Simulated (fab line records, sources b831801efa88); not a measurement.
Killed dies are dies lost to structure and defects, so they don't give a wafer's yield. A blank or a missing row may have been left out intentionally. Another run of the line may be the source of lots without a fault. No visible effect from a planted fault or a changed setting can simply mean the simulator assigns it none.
Split-lot experiment / flow gf180mcu / 5 lots, 23 wafers read, on a route of 602 steps

SPLIT DETAILS
At GF_MIM_SPUTTER_09 (material TiN, target thk 35 nm, time 29.2 s), the setting time s was moved away from the recipe's 29.2 s on 7 of the 23 wafers read, by -14.1% to -5.9%. The other wafers ran this setting at the recipe's value.

The split's own step is where the reading is taken.

THE READING
TiN_of_MIM_SPUTTER_09.thk nm (the simulator's own value, which no gauge read), in nm, at GF_MIM_SPUTTER_09 (material TiN, target thk 35 nm, time 29.2 s). The file gives no usual value for it. Average 35.09 nm, standard deviation 0.19 nm, over the 16 wafers here run with the recipe.

wafer=L075.2; tool, chamber at the split=pvd sputter-01, -; time s as run, s=29.2; against the recipe=recipe; TiN_of_MIM_SPUTTER_09.thk nm, nm=35.03; against lot-mates on the recipe=-
wafer=L075.3; tool, chamber at the split=pvd sputter-01, -; time s as run, s=29.2; against the recipe=recipe; TiN_of_MIM_SPUTTER_09.thk nm, nm=35.04; against lot-mates on the recipe=-
wafer=L075.4; tool, chamber at the split=pvd sputter-01, -; time s as run, s=29.2; against the recipe=recipe; TiN_of_MIM_SPUTTER_09.thk nm, nm=35.27; against lot-mates on the recipe=-
wafer=L075.5; tool, chamber at the split=pvd sputter-01, -; time s as run, s=29.2; against the recipe=recipe; TiN_of_MIM_SPUTTER_09.thk nm, nm=34.88; against lot-mates on the recipe=-
wafer=L075.6; tool, chamber at the split=pvd sputter-01, -; time s as run, s=29.2; against the recipe=recipe; TiN_of_MIM_SPUTTER_09.thk nm, nm=35.32; against lot-mates on the recipe=-
wafer=L077.1; tool, chamber at the split=pvd sputter-04, -; time s as run, s=27.3; against the recipe=-6.5%; TiN_of_MIM_SPUTTER_09.thk nm, nm=33.21; against lot-mates on the recipe=-1.99
wafer=L077.2; tool, chamber at the split=pvd sputter-04, -; time s as run, s=29.2; against the recipe=recipe; TiN_of_MIM_SPUTTER_09.thk nm, nm=35.39; against lot-mates on the recipe=-
wafer=L077.4; tool, chamber at the split=pvd sputter-04, -; time s as run, s=29.2; against the recipe=recipe; TiN_of_MIM_SPUTTER_09.thk nm, nm=35.17; against lot-mates on the recipe=-
wafer=L077.5; tool, chamber at the split=pvd sputter-04, -; time s as run, s=29.2; against the recipe=recipe; TiN_of_MIM_SPUTTER_09.thk nm, nm=35.03; against lot-mates on the recipe=-
wafer=L077.6; tool, chamber at the split=pvd sputter-04, -; time s as run, s=27.3; against the recipe=-6.5%; TiN_of_MIM_SPUTTER_09.thk nm, nm=32.82; against lot-mates on the recipe=-2.38
wafer=L080.2; tool, chamber at the split=pvd sputter-01, -; time s as run, s=29.2; against the recipe=recipe; TiN_of_MIM_SPUTTER_09.thk nm, nm=34.81; against lot-mates on the recipe=-
wafer=L080.3; tool, chamber at the split=pvd sputter-01, -; time s as run, s=29.2; against the recipe=recipe; TiN_of_MIM_SPUTTER_09.thk nm, nm=34.99; against lot-mates on the recipe=-
wafer=L080.6; tool, chamber at the split=pvd sputter-01, -; time s as run, s=29.2; against the recipe=recipe; TiN_of_MIM_SPUTTER_09.thk nm, nm=35.08; against lot-mates on the recipe=-
wafer=L084.1; tool, chamber at the split=pvd sputter-03, -; time s as run, s=27.47; against the recipe=-5.9%; TiN_of_MIM_SPUTTER_09.thk nm, nm=33.25; against lot-mates on the recipe=-1.66
wafer=L084.2; tool, chamber at the split=pvd sputter-03, -; time s as run, s=27.47; against the recipe=-5.9%; TiN_of_MIM_SPUTTER_09.thk nm, nm=33.27; against lot-mates on the recipe=-1.64
wafer=L084.3; tool, chamber at the split=pvd sputter-03, -; time s as run, s=29.2; against the recipe=recipe; TiN_of_MIM_SPUTTER_09.thk nm, nm=34.76; against lot-mates on the recipe=-
wafer=L084.5; tool, chamber at the split=pvd sputter-03, -; time s as run, s=29.2; against the recipe=recipe; TiN_of_MIM_SPUTTER_09.thk nm, nm=35.07; against lot-mates on the recipe=-
wafer=L084.6; tool, chamber at the split=pvd sputter-03, -; time s as run, s=27.47; against the recipe=-5.9%; TiN_of_MIM_SPUTTER_09.thk nm, nm=33.08; against lot-mates on the recipe=-1.84
wafer=L085.1; tool, chamber at the split=pvd sputter-01, -; time s as run, s=29.2; against the recipe=recipe; TiN_of_MIM_SPUTTER_09.thk nm, nm=35.27; against lot-mates on the recipe=-
wafer=L085.2; tool, chamber at the split=pvd sputter-01, -; time s as run, s=25.09; against the recipe=-14.1%; TiN_of_MIM_SPUTTER_09.thk nm, nm=29.96; against lot-mates on the recipe=-5.25
wafer=L085.3; tool, chamber at the split=pvd sputter-01, -; time s as run, s=29.2; against the recipe=recipe; TiN_of_MIM_SPUTTER_09.thk nm, nm=35.38; against lot-mates on the recipe=-
wafer=L085.4; tool, chamber at the split=pvd sputter-01, -; time s as run, s=25.09; against the recipe=-14.1%; TiN_of_MIM_SPUTTER_09.thk nm, nm=30.52; against lot-mates on the recipe=-4.69
wafer=L085.5; tool, chamber at the split=pvd sputter-01, -; time s as run, s=29.2; against the recipe=recipe; TiN_of_MIM_SPUTTER_09.thk nm, nm=34.98; against lot-mates on the recipe=-

FIT RESULTS
A straight line over all 23 wafers: TiN_of_MIM_SPUTTER_09.thk nm changes by +0.338 nm for each +1% of time s; r = +0.99; the points scatter about the line by 0.21 nm.
The same after taking each lot's own level away (the mean of its wafers on the recipe; 23 wafers): +0.342 nm for each +1%; r = +0.99; scatter 0.21 nm.
That fit puts the effect of the largest move of time s on the reading at 4.8 nm.
The span of the lots' own levels, 34.915 to 35.210 nm, comes to 1.6 times the standard deviation stated above.
Consequently the slope shifts little with the lot-to-lot level, the two slopes agreeing.
Check: -4.54 nm against its lot-mates is what the line predicts for one of the wafers moved furthest among these (-14.1%) when that wafer is left out of the fit. Against them it came out at -5.25 nm.

OTHER SPLITS APPLIED TO THESE WAFERS
These wafers also went through other splits before the reading. Each is held against what the fit with the lots' levels taken away leaves over:
other split on the same wafers=GF_V3_CVD_23 pressure torr; wafers away from the commonest value=15; r with TiN_of_MIM_SPUTTER_09.thk nm (lot level and that fit taken away)=-0.22
other split on the same wafers=GF_M4_SPUTTER_04 time s; wafers away from the commonest value=9; r with TiN_of_MIM_SPUTTER_09.thk nm (lot level and that fit taken away)=+0.27
other split on the same wafers=GF_M4_METAL_ETCH_16 time s; wafers away from the commonest value=7; r with TiN_of_MIM_SPUTTER_09.thk nm (lot level and that fit taken away)=+0.11
other split on the same wafers=GF_V4_COAT_09 resist thk nm; wafers away from the commonest value=7; r with TiN_of_MIM_SPUTTER_09.thk nm (lot level and that fit taken away)=-0.04
other split on the same wafers=GF_V4_PEB_12 peb time s; wafers away from the commonest value=11; r with TiN_of_MIM_SPUTTER_09.thk nm (lot level and that fit taken away)=-0.36
other split on the same wafers=GF_MIM_CVD_05 time s; wafers away from the commonest value=5; r with TiN_of_MIM_SPUTTER_09.thk nm (lot level and that fit taken away)=-0.42

FILE'S OWN FIT
TiN_of_MIM_SPUTTER_09.thk nm changes by +0.342 nm for each +1% of time s, r = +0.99.
